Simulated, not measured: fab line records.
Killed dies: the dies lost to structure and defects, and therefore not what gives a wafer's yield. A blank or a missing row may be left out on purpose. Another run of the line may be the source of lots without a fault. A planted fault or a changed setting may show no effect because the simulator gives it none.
Which tool was responsible? :: flow gf180mcu :: Sampling: 11 lots, 33 wafers, 4 of 602 route steps

WHAT THE GAUGES SHOWED, per wafer
GF_M4_THK_MEAS_06: measures by xrf. Usual: for M4_ALCU_THK the level is 447 nm and the standard deviation is 4.9.
lot: L336
measured: day 22 15:31
on: film-metro-02
M4_ALCU_THK (nm): 446 450 447
flag: 

lot: L340
measured: day 23 22:38
on: film-metro-02
M4_ALCU_THK (nm): 440 442 434
flag: 

lot: L343
measured: day 25 02:17
on: film-metro-01
M4_ALCU_THK (nm): 446 444 443
flag: 

lot: L344
measured: day 25 23:08
on: film-metro-02
M4_ALCU_THK (nm): 448 450 452
flag: 

lot: L345
measured: day 25 23:23
on: film-metro-01
M4_ALCU_THK (nm): 445 442 441
flag: 

lot: L347
measured: day 26 14:31
on: film-metro-03
M4_ALCU_THK (nm): 449 448 449
flag: 

lot: L350
measured: day 27 18:03
on: film-metro-02
M4_ALCU_THK (nm): 448 443 444
flag: 

lot: L352
measured: day 27 21:22
on: film-metro-02
M4_ALCU_THK (nm): 439 442 438
flag: 

lot: L354
measured: day 28 15:22
on: film-metro-01
M4_ALCU_THK (nm): 449 451 448
flag: 

lot: L355
measured: day 28 21:11
on: film-metro-01
M4_ALCU_THK (nm): 440 443 436
flag: 

lot: L358
measured: day 29 21:11
on: film-metro-02
M4_ALCU_THK (nm): 448 451 456
flag: 

GF_M4_CD_MEAS_14: target cd 280 nm. Usual: cd-nm at 279.5 nm, with a standard deviation of 0.95.
lot: L336
measured: day 23 14:46
on: cd-sem-01
cd-nm (nm): 280.0 281.0 280.8
flag: 

lot: L340
measured: day 24 20:35
on: cd-sem-01
cd-nm (nm): 280.0 280.2 280.0
flag: 

lot: L343
measured: day 26 01:53
on: cd-sem-01
cd-nm (nm): 279.4 279.1 279.9
flag: 

lot: L344
measured: day 26 14:59
on: cd-sem-01
cd-nm (nm): 281.0 280.1 280.9
flag: 

lot: L345
measured: day 26 15:59
on: cd-sem-01
cd-nm (nm): 279.3 280.2 279.5
flag: 

lot: L347
measured: day 27 10:10
on: cd-sem-02
cd-nm (nm): 278.3 278.9 279.2
flag: 

lot: L350
measured: day 28 13:17
on: cd-sem-01
cd-nm (nm): 278.4 279.0 278.5
flag: 

lot: L352
measured: day 28 17:23
on: cd-sem-02
cd-nm (nm): 279.9 278.1 279.1
flag: 

lot: L354
measured: day 29 09:38
on: cd-sem-01
cd-nm (nm): 252.6 258.1 274.6 252.4 258.6 274.8
flag: OFF

lot: L355
measured: day 29 15:28
on: cd-sem-01
cd-nm (nm): 244.9 269.7 236.7 244.5 269.8 236.6
flag: OFF

lot: L358
measured: day 30 15:27
on: cd-sem-01
cd-nm (nm): 278.3 279.1 277.9
flag: 

TOOL THAT RAN EACH LOT (tool first, then ch and the chambers of the sampled wafers, then the start)
lot: L336
GF_V3_ETCH_16: rie-diel-02 ch 0,1,3, day 22 13:47
GF_M4_EXPOSE_11: krf-scanner-01 ch 0, day 23 03:49

lot: L340
GF_V3_ETCH_16: rie-diel-04 ch 0,1,2, day 23 20:55
GF_M4_EXPOSE_11: krf-scanner-01 ch 0, day 24 09:52

lot: L343
GF_V3_ETCH_16: rie-diel-02 ch 0,1, day 25 00:35
GF_M4_EXPOSE_11: krf-scanner-02 ch 0, day 25 12:53

lot: L344
GF_V3_ETCH_16: rie-diel-03 ch 0,1,2, day 25 21:13
GF_M4_EXPOSE_11: krf-scanner-01 ch 0, day 26 04:35

lot: L345
GF_V3_ETCH_16: rie-diel-02 ch 0,1,2, day 25 21:21
GF_M4_EXPOSE_11: krf-scanner-02 ch 0, day 26 05:22

lot: L347
GF_V3_ETCH_16: rie-diel-03 ch 1,3, day 26 12:47
GF_M4_EXPOSE_11: krf-scanner-01 ch 0, day 27 00:28

lot: L350
GF_V3_ETCH_16: rie-diel-02 ch 2,3, day 27 16:20
GF_M4_EXPOSE_11: krf-scanner-01 ch 0, day 28 02:57

lot: L352
GF_V3_ETCH_16: rie-diel-04 ch 0,2, day 27 19:40
GF_M4_EXPOSE_11: krf-scanner-01 ch 0, day 28 07:43

lot: L354
GF_V3_ETCH_16: rie-diel-02 ch 0,3, day 28 13:38
GF_M4_EXPOSE_11: krf-scanner-02 ch 0, day 28 23:49

lot: L355
GF_V3_ETCH_16: rie-diel-03 ch 1,2,3, day 28 19:28
GF_M4_EXPOSE_11: krf-scanner-02 ch 0, day 29 07:07

lot: L358
GF_V3_ETCH_16: rie-diel-03 ch 0,2,3, day 29 19:28
GF_M4_EXPOSE_11: krf-scanner-01 ch 0, day 30 07:20
- GF_V3_ETCH_16: etches BARC in N2/H2.
- GF_M4_EXPOSE_11: exposes mask Metal4, target cd 280 nm.

WHAT THE TOOLS THEMSELVES READ (means of the sampled wafers that have a number; where no wafer has one, the mark that the record gives instead)
GF_V3_ETCH_16. Usual: drypump-motor-current-A 5.7 A, standard deviation 0.49; oes-product-au 0.855 a.u., standard deviation 0.005; throttle-valve-pct 13.225 %, standard deviation 0.0087.
lot: L336
tool: rie-diel-02
drypump-motor-current-A (A): 5.8
oes-product-au (a.u.): 0.853
throttle-valve-pct (%): 13.218
flag: 

lot: L340
tool: rie-diel-04
drypump-motor-current-A (A): 5.6
oes-product-au (a.u.): 0.854
throttle-valve-pct (%): 13.229
flag: 

lot: L343
tool: rie-diel-02
drypump-motor-current-A (A): 5.4
oes-product-au (a.u.): 0.852
throttle-valve-pct (%): 13.222
flag: 

lot: L344
tool: rie-diel-03
drypump-motor-current-A (A): 5.4
oes-product-au (a.u.): 0.855
throttle-valve-pct (%): 13.224
flag: 

lot: L345
tool: rie-diel-02
drypump-motor-current-A (A): 5.7
oes-product-au (a.u.): 0.861
throttle-valve-pct (%): 13.233
flag: 

lot: L347
tool: rie-diel-03
drypump-motor-current-A (A): 5.5
oes-product-au (a.u.): 0.857
throttle-valve-pct (%): 13.222
flag: 

lot: L350
tool: rie-diel-02
drypump-motor-current-A (A): 6.4
oes-product-au (a.u.): 0.852
throttle-valve-pct (%): 13.221
flag: 

lot: L352
tool: rie-diel-04
drypump-motor-current-A (A): 5.2
oes-product-au (a.u.): 0.851
throttle-valve-pct (%): 13.214
flag: 

lot: L354
tool: rie-diel-02
drypump-motor-current-A (A): 6.2
oes-product-au (a.u.): 0.855
throttle-valve-pct (%): 13.227
flag: 

lot: L355
tool: rie-diel-03
drypump-motor-current-A (A): 5.5
oes-product-au (a.u.): 0.858
throttle-valve-pct (%): 13.230
flag: 

lot: L358
tool: rie-diel-03
drypump-motor-current-A (A): 5.4
oes-product-au (a.u.): 0.852
throttle-valve-pct (%): 13.231
flag: 

GF_M4_EXPOSE_11. Usual: exposure-dose-mJ-cm2 at 27.97, with a standard deviation of 0.033.
lot: L336
tool: krf-scanner-01
exposure-dose-mJ-cm2: 28.01
flag: 

lot: L340
tool: krf-scanner-01
exposure-dose-mJ-cm2: 27.97
flag: 

lot: L343
tool: krf-scanner-02
exposure-dose-mJ-cm2: 27.96
flag: 

lot: L344
tool: krf-scanner-01
exposure-dose-mJ-cm2: 27.97
flag: 

lot: L345
tool: krf-scanner-02
exposure-dose-mJ-cm2: 27.98
flag: 

lot: L347
tool: krf-scanner-01
exposure-dose-mJ-cm2: 27.94
flag: 

lot: L350
tool: krf-scanner-01
exposure-dose-mJ-cm2: 27.95
flag: 

lot: L352
tool: krf-scanner-01
exposure-dose-mJ-cm2: 28.00
flag: 

lot: L354
tool: krf-scanner-02
exposure-dose-mJ-cm2: 27.09
flag: OFF

lot: L355
tool: krf-scanner-02
exposure-dose-mJ-cm2: 27.10
flag: OFF

lot: L358
tool: krf-scanner-01
exposure-dose-mJ-cm2: 27.92
flag: 

THE ANSWER, worked out from the rows above alone
Rule: a lot counts as off when the mean over its wafers that have a number is more than 3 standard deviations away from the usual mean. A lot without any number at a reading at which 4 lots or more have one is off too. Where the step has rows for the other lots, those lots are counted as sound. Order of review: gauges by route order, followed by the tools' own readings, for which a lot's mean as printed above is used. The first step at which some lot is off is used, and at that step the reading that is off furthest; a lot without a number counts as furthest.
Off, at GF_M4_CD_MEAS_14 on cd-nm: L354, L355.
If a tool, at a process step before that reading, ran all the lots that are off and no sound lot after the first of them, it fits. The gauges at GF_M4_CD_MEAS_14 aren't tried: what is off there is off at GF_M4_EXPOSE_11 too, on other tools, and a gauge's error can't cause that. One fits: GF_M4_EXPOSE_11 on krf-scanner-02. Its last sound lot is L345 (day 26 05:22), its first lot that is off L354 (day 28 23:49): a fault that began between those two fits.
The tool's own readings at GF_M4_EXPOSE_11 bear it out: on the lots that are off they differ by more than 5 times the standard deviation of the sound lots' means. exposure-dose-mJ-cm2 reads 27.09 there against 27.97 on the sound lots.

WHAT THE SIMULATOR HAD PUT IN
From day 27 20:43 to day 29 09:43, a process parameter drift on krf-scanner-02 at GF_M4_EXPOSE_11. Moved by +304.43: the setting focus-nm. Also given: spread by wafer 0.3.
Shown lots that were struck: L354, L355. Same finding as the rule above.
